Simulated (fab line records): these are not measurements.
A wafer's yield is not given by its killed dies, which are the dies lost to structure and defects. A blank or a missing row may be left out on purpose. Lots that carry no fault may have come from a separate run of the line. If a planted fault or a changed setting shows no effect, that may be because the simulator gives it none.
Which tool did it? ; flow sky130 ; Sampling: 24 lots, 72 wafers, 5 of 708 route steps

WHAT THE GAUGES SHOWED, per wafer
SKY_VIA1_THK_MEAS_01.
lot;measured;on;VIA1_HDPCVD_THK (nm)
L074;day 33 00:32;filmMetro-04;999 1008 1008
L075;day 33 11:05;filmMetro-03;1040 1031 1026
L076;day 33 15:34;filmMetro-02;1053 1039 1042
L077;day 34 01:50;filmMetro-03;1013 1018 1007
L078;day 34 09:41;filmMetro-04;1016 1010 1030
L079;day 34 12:45;filmMetro-03;1033 1024 1046
L080;day 34 22:01;filmMetro-02;1031 1026 1022
L081;day 35 06:12;filmMetro-03;1033 1016 1026
L082;day 35 18:18;filmMetro-04;1032 1041 1024
L083;day 36 00:08;filmMetro-03;1025 1031 1051
L084;day 36 05:04;filmMetro-04;1038 1023 1039
L085;day 36 13:11;filmMetro-03;1017 1012 1023
L086;day 36 19:56;filmMetro-02;1026 1016 1023
L087;day 37 03:52;filmMetro-02;1040 1028 1061
L088;day 37 11:07;filmMetro-04;1033 1032 999
L089;day 37 19:33;filmMetro-04;1029 1018 1030
L090;day 38 00:57;filmMetro-02;1034 1015 1022
L091;day 38 11:10;filmMetro-03;1029 1030 1028
L092;day 38 17:02;filmMetro-04;1038 1018 1032
L093;day 38 21:41;filmMetro-02;1006 1020 1014
L094;day 39 06:09;filmMetro-02;1048 1007 1032
L095;day 39 11:00;filmMetro-03;1025 1016 1023
L096;day 39 17:37;filmMetro-03;1032 1028 1018
L097;day 40 08:48;filmMetro-02;1030 1017 1030

SKY_METAL2_RS_MEAS_05: a four-point-probe measurement.
lot;measured;on;METAL2_ALCU_RS (ohm/sq)
L074;day 34 05:25;filmMetro-03;0.1289 0.1301 0.1294
L075;day 34 15:42;filmMetro-04;0.1302 0.1287 0.1285
L076;day 34 20:01;filmMetro-04;0.1330 0.1289 0.1335
L077;day 35 06:32;filmMetro-01;0.1289 0.1286 0.1303
L078;day 35 13:57;filmMetro-01;0.1320 0.1318 0.1305
L079;day 35 17:19;filmMetro-01;0.1288 0.1305 0.1305
L080;day 36 02:13;filmMetro-03;0.1290 0.1298 0.1310
L081;day 36 10:51;filmMetro-03;0.1256 0.1258 0.1274
L082;day 36 23:25;filmMetro-03;0.1323 0.1285 0.1298
L083;day 37 04:29;filmMetro-01;0.1300 0.1263 0.1279
L084;day 37 10:09;filmMetro-01;0.1280 0.1290 0.1286
L085;day 37 17:25;filmMetro-01;0.1283 0.1304 0.1276
L086;day 38 00:17;filmMetro-04;0.1282 0.1261 0.1295
L087;day 38 07:40;filmMetro-04;0.1266 0.1273 0.1261
L088;day 38 15:01;filmMetro-03;0.1258 0.1257 0.1269
L089;day 38 23:20;filmMetro-01;0.1302 0.1320 0.1298
L090;day 39 04:10;filmMetro-01;0.1311 0.1299 0.1305
L091;day 39 14:53;filmMetro-01;0.1291 0.1313 0.1311
L092;day 39 20:00;filmMetro-04;0.1284 0.1305 0.1309
L093;day 40 00:37;filmMetro-01;0.1277 0.1301 0.1291
L094;day 40 09:14;filmMetro-01;0.1288 0.1307 0.1313
L095;day 40 14:17;filmMetro-01;0.1322 0.1309 0.1335
L096;day 40 20:02;filmMetro-04;0.1243 0.1255 0.1247
L097;day 41 10:25;filmMetro-01;0.1298 0.1296 0.1313

WHICH TOOL RAN EACH LOT (tool, then ch and the chambers of the sampled wafers, then the start)
lot;SKY_VIA1_CMP_02;SKY_VIA1_CVD_21;SKY_METAL2_SPUTTER_02
L074;cmp-01 ch 0,3, day 33 00:38;cvdW-02 ch 1, day 34 04:37;pvdSputter-03, day 34 05:19
L075;cmp-01 ch 1,2, day 33 11:11;cvdW-01 ch 0,1, day 34 14:59;pvdSputter-02, day 34 15:34
L076;cmp-01 ch 1,3, day 33 15:40;cvdW-02 ch 0,1, day 34 19:18;pvdSputter-03, day 34 19:55
L077;cmp-02 ch 0,1,2, day 34 01:53;cvdW-02 ch 0,1, day 35 05:49;pvdSputter-02, day 35 06:26
L078;cmp-02 ch 0,2,3, day 34 09:51;cvdW-02 ch 0,1, day 35 13:14;pvdSputter-02, day 35 13:51
L079;cmp-01 ch 0,1,3, day 34 12:48;cvdW-02 ch 0,1, day 35 16:35;pvdSputter-02, day 35 17:13
L080;cmp-01 ch 0,2, day 34 22:08;cvdW-02 ch 0,1, day 36 01:30;pvdSputter-02, day 36 02:07
L081;cmp-02 ch 0,1,3, day 35 06:16;cvdW-02 ch 0,1, day 36 10:08;pvdSputter-04, day 36 10:46
L082;cmp-01 ch 0,3, day 35 18:20;cvdW-02 ch 0,1, day 36 22:41;pvdSputter-03, day 36 23:17
L083;cmp-01 ch 0,2,3, day 36 00:11;cvdW-01 ch 0,1, day 37 03:46;pvdSputter-03, day 37 04:23
L084;cmp-01 ch 1,2,3, day 36 05:08;cvdW-01 ch 0,1, day 37 09:26;pvdSputter-03, day 37 10:04
L085;cmp-02 ch 0,3, day 36 13:14;cvdW-01 ch 0,1, day 37 16:41;pvdSputter-04, day 37 17:19
L086;cmp-01 ch 0,2,3, day 36 20:00;cvdW-01 ch 0,1, day 37 23:34;pvdSputter-03, day 38 00:11
L087;cmp-02 ch 0,1,3, day 37 04:01;cvdW-02 ch 0,1, day 38 06:56;pvdSputter-04, day 38 07:33
L088;cmp-01 ch 0,3, day 37 11:09;cvdW-01 ch 0,1, day 38 14:18;pvdSputter-04, day 38 14:53
L089;cmp-01 ch 1,2,3, day 37 19:41;cvdW-01 ch 0,1, day 38 22:36;pvdSputter-02, day 38 23:11
L090;cmp-01 ch 2,3, day 38 01:00;cvdW-01 ch 0,1, day 39 03:05;pvdSputter-03, day 39 04:03
L091;cmp-01 ch 2,3, day 38 11:21;cvdW-02 ch 0,1, day 39 14:09;pvdSputter-02, day 39 14:44
L092;cmp-01 ch 1,2, day 38 17:05;cvdW-01 ch 0,1, day 39 19:17;pvdSputter-03, day 39 19:55
L093;cmp-02 ch 1,2,3, day 38 21:44;cvdW-01 ch 0,1, day 39 23:53;pvdSputter-03, day 40 00:31
L094;cmp-01 ch 2,3, day 39 06:16;cvdW-01 ch 0,1, day 40 08:32;pvdSputter-02, day 40 09:09
L095;cmp-02 ch 0,1, day 39 11:04;cvdW-01 ch 0,1, day 40 13:35;pvdSputter-02, day 40 14:12
L096;cmp-02 ch 1,2,3, day 39 17:46;cvdW-02 ch 0,1, day 40 19:17;pvdSputter-04, day 40 19:53
L097;cmp-01 ch 0,1,2, day 40 08:51;cvdW-02 ch 0,1, day 41 09:40;pvdSputter-03, day 41 10:17
- SKY_VIA1_CMP_02: polishes SiO2.
- SKY_VIA1_CVD_21: deposits W, target thk 270 nm, time 80.902 s.
- SKY_METAL2_SPUTTER_02: material AlCu, target thk 250 nm, time 13.3 s.

AS READ BY THE TOOLS THEMSELVES (means over the sampled wafers that have a number; for cases with no such wafer, the mark the record gives instead)
SKY_VIA1_CMP_02.
lot;tool;motorCurrentA (A)
L074;cmp-01;12.0
L075;cmp-01;12.2
L076;cmp-01;12.5
L077;cmp-02;10.3
L078;cmp-02;10.9
L079;cmp-01;11.7
L080;cmp-01;11.8
L081;cmp-02;11.1
L082;cmp-01;12.5
L083;cmp-01;11.9
L084;cmp-01;12.6
L085;cmp-02;11.7
L086;cmp-01;12.0
L087;cmp-02;10.9
L088;cmp-01;12.6
L089;cmp-01;12.2
L090;cmp-01;12.5
L091;cmp-01;12.7
L092;cmp-01;11.9
L093;cmp-02;11.3
L094;cmp-01;12.0
L095;cmp-02;10.5
L096;cmp-02;11.6
L097;cmp-01;11.9

SKY_VIA1_CVD_21.
lot;tool;heaterPowerW (W)
L074;cvdW-02;771
L075;cvdW-01;857
L076;cvdW-02;779
L077;cvdW-02;766
L078;cvdW-02;763
L079;cvdW-02;743
L080;cvdW-02;786
L081;cvdW-02;753
L082;cvdW-02;758
L083;cvdW-01;869
L084;cvdW-01;868
L085;cvdW-01;859
L086;cvdW-01;871
L087;cvdW-02;775
L088;cvdW-01;875
L089;cvdW-01;888
L090;cvdW-01;865
L091;cvdW-02;720
L092;cvdW-01;857
L093;cvdW-01;856
L094;cvdW-01;869
L095;cvdW-01;872
L096;cvdW-02;732
L097;cvdW-02;730

SKY_METAL2_SPUTTER_02.
lot;tool;throttleValvePct (%)
L074;pvdSputter-03;31.1
L075;pvdSputter-02;28.9
L076;pvdSputter-03;29.8
L077;pvdSputter-02;28.8
L078;pvdSputter-02;30.4
L079;pvdSputter-02;28.9
L080;pvdSputter-02;29.4
L081;pvdSputter-04;30.4
L082;pvdSputter-03;30.4
L083;pvdSputter-03;30.4
L084;pvdSputter-03;30.3
L085;pvdSputter-04;29.8
L086;pvdSputter-03;30.6
L087;pvdSputter-04;30.6
L088;pvdSputter-04;29.8
L089;pvdSputter-02;29.1
L090;pvdSputter-03;31.0
L091;pvdSputter-02;29.5
L092;pvdSputter-03;30.4
L093;pvdSputter-03;30.5
L094;pvdSputter-02;29.9
L095;pvdSputter-02;30.0
L096;pvdSputter-04;30.2
L097;pvdSputter-03;30.4

THE ANSWER, worked out from the rows above alone
Rule: usual is defined by the lots themselves. Put in order of their means at a reading, lots are off if they are a third of the lots or fewer, leave a main group of 4 or more, and stand apart from it by a gap of 3 or more times the standard deviation of the main group's means; of several such gaps the widest counts. If all means in a main group match to the digits the tables above print for the reading, that group is not used. Also off: a lot with no number at a reading for which 4 or more lots have one. Any other lot the step has rows for is counted as sound. Order of review: gauges by route order, followed by the tools' own readings, for which a lot's mean as printed above is used. The first step at which some lot is off is used, and at that step the reading that is off furthest; a lot without a number counts as furthest.
Across all readings shown, no lot is off: no conclusion can be drawn from this.

WHAT THE SIMULATOR HAD PUT IN
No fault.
